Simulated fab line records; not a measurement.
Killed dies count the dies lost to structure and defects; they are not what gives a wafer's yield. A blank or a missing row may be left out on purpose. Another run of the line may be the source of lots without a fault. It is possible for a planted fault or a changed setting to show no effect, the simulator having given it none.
Which of the tools did it?	flow gf180mcu	24 lots, 72 wafers sampled, at 4 steps of a route of 602

WHAT THE GAUGES SHOWED, per wafer
GF_V1_OVL_MEAS_15. Usual: V1_OVL 0 nm, standard deviation 5.3.
lot	measured	on	V1_OVL (nm)	flag
L074	day 17 23:34	overlay-01	7 2 7	
L075	day 18 20:54	overlay-01	3 1 -7	
L076	day 18 23:44	overlay-02	-8 2 -11	
L077	day 19 02:26	overlay-02	1 3 9	
L078	day 19 22:41	overlay-02	1 7 4	
L080	day 20 11:06	overlay-01	13 3 6	
L079	day 20 13:56	overlay-01	-1 6 2	
L081	day 20 22:20	overlay-01	-5 2 0	
L082	day 21 07:56	overlay-02	-9 -7 -5	
L083	day 21 19:56	overlay-02	4 8 3	
L084	day 22 00:54	overlay-01	-5 -6 -2	
L085	day 22 11:02	overlay-01	-1 2 4	
L086	day 22 18:51	overlay-02	-7 -4 2	
L087	day 23 01:56	overlay-02	-2 2 -9	
L088	day 23 08:50	overlay-02	-1 -4 -9	
L089	day 23 14:08	overlay-02	4 10 -1	
L090	day 23 23:54	overlay-02	4 -3 0	
L091	day 24 07:05	overlay-02	-6 2 1	
L092	day 24 18:28	overlay-01	1 2 1	
L093	day 24 23:02	overlay-02	6 6 9	
L094	day 25 05:04	overlay-01	-8 3 -13	
L095	day 25 12:55	overlay-02	10 3 -1	
L096	day 25 18:53	overlay-02	0 6 -6	
L097	day 26 02:47	overlay-02	1 -1 -3	

GF_V1_THK_MEAS_25: measures by xrf. Usual: V1_W_THK 344 nm, standard deviation 4.2.
lot	measured	on	V1_W_THK (nm)	flag
L074	day 18 00:36	film-metro-03	348 340 339	
L075	day 18 21:56	film-metro-02	341 346 346	
L076	day 19 00:46	film-metro-03	343 345 348	
L077	day 19 03:29	film-metro-01	350 339 346	
L078	day 19 23:43	film-metro-01	340 342 345	
L080	day 20 12:10	film-metro-01	345 354 351	
L079	day 20 15:05	film-metro-02	342 338 341	
L081	day 20 23:22	film-metro-01	345 339 340	
L082	day 21 09:19	film-metro-02	345 347 338	
L083	day 21 20:58	film-metro-03	345 346 343	
L084	day 22 01:56	film-metro-03	340 344 343	
L085	day 22 12:04	film-metro-02	345 339 339	
L086	day 22 19:53	film-metro-02	342 342 343	
L087	day 23 02:58	film-metro-01	347 347 343	
L088	day 23 09:52	film-metro-02	343 349 348	
L089	day 23 15:11	film-metro-02	344 349 347	
L090	day 24 00:56	film-metro-01	339 333 338	
L091	day 24 08:08	film-metro-01	348 345 352	
L092	day 24 19:31	film-metro-01	349 348 349	
L093	day 25 00:05	film-metro-03	341 350 344	
L094	day 25 06:07	film-metro-01	339 339 334	
L095	day 25 13:56	film-metro-02	347 352 348	
L096	day 25 19:56	film-metro-03	343 347 344	
L097	day 26 03:49	film-metro-01	342 344 343	

WHICH TOOL RAN EACH LOT (tool, then ch and the chambers of the sampled wafers, then the start)
lot	GF_SALICIDE_RTA_08	GF_V1_SPUTTER_21
L074	rtp-anneal-02 ch 0, day 14 23:46	pvd-sputter-01, day 18 00:15
L075	rtp-anneal-02 ch 0, day 15 19:04	pvd-sputter-03, day 18 21:36
L076	rtp-anneal-01 ch 0, day 15 22:32	pvd-sputter-04, day 19 00:25
L077	rtp-anneal-02 ch 0, day 16 01:28	pvd-sputter-04, day 19 03:08
L078	rtp-anneal-01 ch 0, day 16 19:37	pvd-sputter-01, day 19 23:23
L080	rtp-anneal-01 ch 0, day 17 07:41	pvd-sputter-01, day 20 11:50
L079	rtp-anneal-01 ch 0, day 17 10:15	pvd-sputter-03, day 20 14:44
L081	rtp-anneal-01 ch 0, day 17 17:58	pvd-sputter-04, day 20 23:02
L082	rtp-anneal-02 ch 0, day 18 03:09	pvd-sputter-01, day 21 08:59
L083	rtp-anneal-01 ch 0, day 18 14:21	pvd-sputter-04, day 21 20:37
L084	rtp-anneal-02 ch 0, day 18 20:20	pvd-sputter-01, day 22 01:36
L085	rtp-anneal-01 ch 0, day 19 05:57	pvd-sputter-03, day 22 11:43
L086	rtp-anneal-02 ch 0, day 19 14:47	pvd-sputter-04, day 22 19:33
L087	rtp-anneal-02 ch 0, day 19 22:49	pvd-sputter-04, day 23 02:37
L088	rtp-anneal-01 ch 0, day 20 06:12	pvd-sputter-03, day 23 09:31
L089	rtp-anneal-02 ch 0, day 20 12:53	pvd-sputter-01, day 23 14:49
L090	rtp-anneal-02 ch 0, day 20 22:08	pvd-sputter-01, day 24 00:37
L091	rtp-anneal-02 ch 0, day 21 05:53	pvd-sputter-01, day 24 07:48
L092	rtp-anneal-01 ch 0, day 21 18:14	pvd-sputter-03, day 24 19:10
L093	rtp-anneal-01 ch 0, day 21 23:14	pvd-sputter-01, day 24 23:43
L094	rtp-anneal-01 ch 0, day 22 05:16	pvd-sputter-04, day 25 05:45
L095	rtp-anneal-01 ch 0, day 22 13:59	pvd-sputter-04, day 25 13:36
L096	rtp-anneal-02 ch 0, day 22 21:37	pvd-sputter-01, day 25 19:34
L097	rtp-anneal-02 ch 0, day 23 06:07	pvd-sputter-01, day 26 03:28
- GF_SALICIDE_RTA_08: time 30 s.
- GF_V1_SPUTTER_21: material Ti, target thk 15 nm, time 80.02 s.

AS READ BY THE TOOLS THEMSELVES (means over the sampled wafers that have a number; for cases with no such wafer, the mark the record gives instead)
GF_SALICIDE_RTA_08. Usual: lamp-power-pct 17.3 %, standard deviation 1.8; wafer_temp_C_max 806.4, standard deviation 1.2.
lot	tool	lamp-power-pct (%)	wafer_temp_C_max	flag
L074	rtp-anneal-02	15.4	805.5	
L075	rtp-anneal-02	15.5	805.1	
L076	rtp-anneal-01	19.1	806.4	
L077	rtp-anneal-02	15.5	806.1	
L078	rtp-anneal-01	19.0	807.4	
L080	rtp-anneal-01	19.1	805.4	
L079	rtp-anneal-01	19.0	806.3	
L081	rtp-anneal-01	19.0	806.3	
L082	rtp-anneal-02	15.5	806.5	
L083	rtp-anneal-01	19.1	806.9	
L084	rtp-anneal-02	15.4	806.8	
L085	rtp-anneal-01	19.1	806.6	
L086	rtp-anneal-02	15.4	805.7	
L087	rtp-anneal-02	15.4	805.7	
L088	rtp-anneal-01	19.1	807.2	
L089	rtp-anneal-02	15.5	806.3	
L090	rtp-anneal-02	15.5	805.3	
L091	rtp-anneal-02	15.4	806.3	
L092	rtp-anneal-01	19.1	806.5	
L093	rtp-anneal-01	19.0	806.7	
L094	rtp-anneal-01	19.0	807.8	
L095	rtp-anneal-01	19.1	807.7	
L096	rtp-anneal-02	15.4	806.3	
L097	rtp-anneal-02	15.4	805.8	

GF_V1_SPUTTER_21. Usual: throttle-valve-pct reads 29.7 % (standard deviation 0.67).
lot	tool	throttle-valve-pct (%)	flag
L074	pvd-sputter-01	29.4	
L075	pvd-sputter-03	30.2	
L076	pvd-sputter-04	29.8	
L077	pvd-sputter-04	30.5	
L078	pvd-sputter-01	29.1	
L080	pvd-sputter-01	29.0	
L079	pvd-sputter-03	29.5	
L081	pvd-sputter-04	30.1	
L082	pvd-sputter-01	29.1	
L083	pvd-sputter-04	30.1	
L084	pvd-sputter-01	29.3	
L085	pvd-sputter-03	30.0	
L086	pvd-sputter-04	30.1	
L087	pvd-sputter-04	30.1	
L088	pvd-sputter-03	30.0	
L089	pvd-sputter-01	29.1	
L090	pvd-sputter-01	29.4	
L091	pvd-sputter-01	29.2	
L092	pvd-sputter-03	30.2	
L093	pvd-sputter-01	29.2	
L094	pvd-sputter-04	30.3	
L095	pvd-sputter-04	30.1	
L096	pvd-sputter-01	29.1	
L097	pvd-sputter-01	29.1	

THE ANSWER, worked out from the rows above alone
Rule: a lot is off if the mean of its wafers that have a number lies more than 3 standard deviations from the usual mean. A lot without any number at a reading at which 4 lots or more have one is off too. Where the step has rows for the other lots, those lots are counted as sound. The gauges are gone through in route order, then the tools' own readings, and for those a lot's mean is taken as printed above. The first step at which some lot is off is used, and at that step the reading that is off furthest; a lot without a number counts as furthest.
No lot is off at any reading shown: from this, nothing can be told.

WHAT THE SIMULATOR PUT IN
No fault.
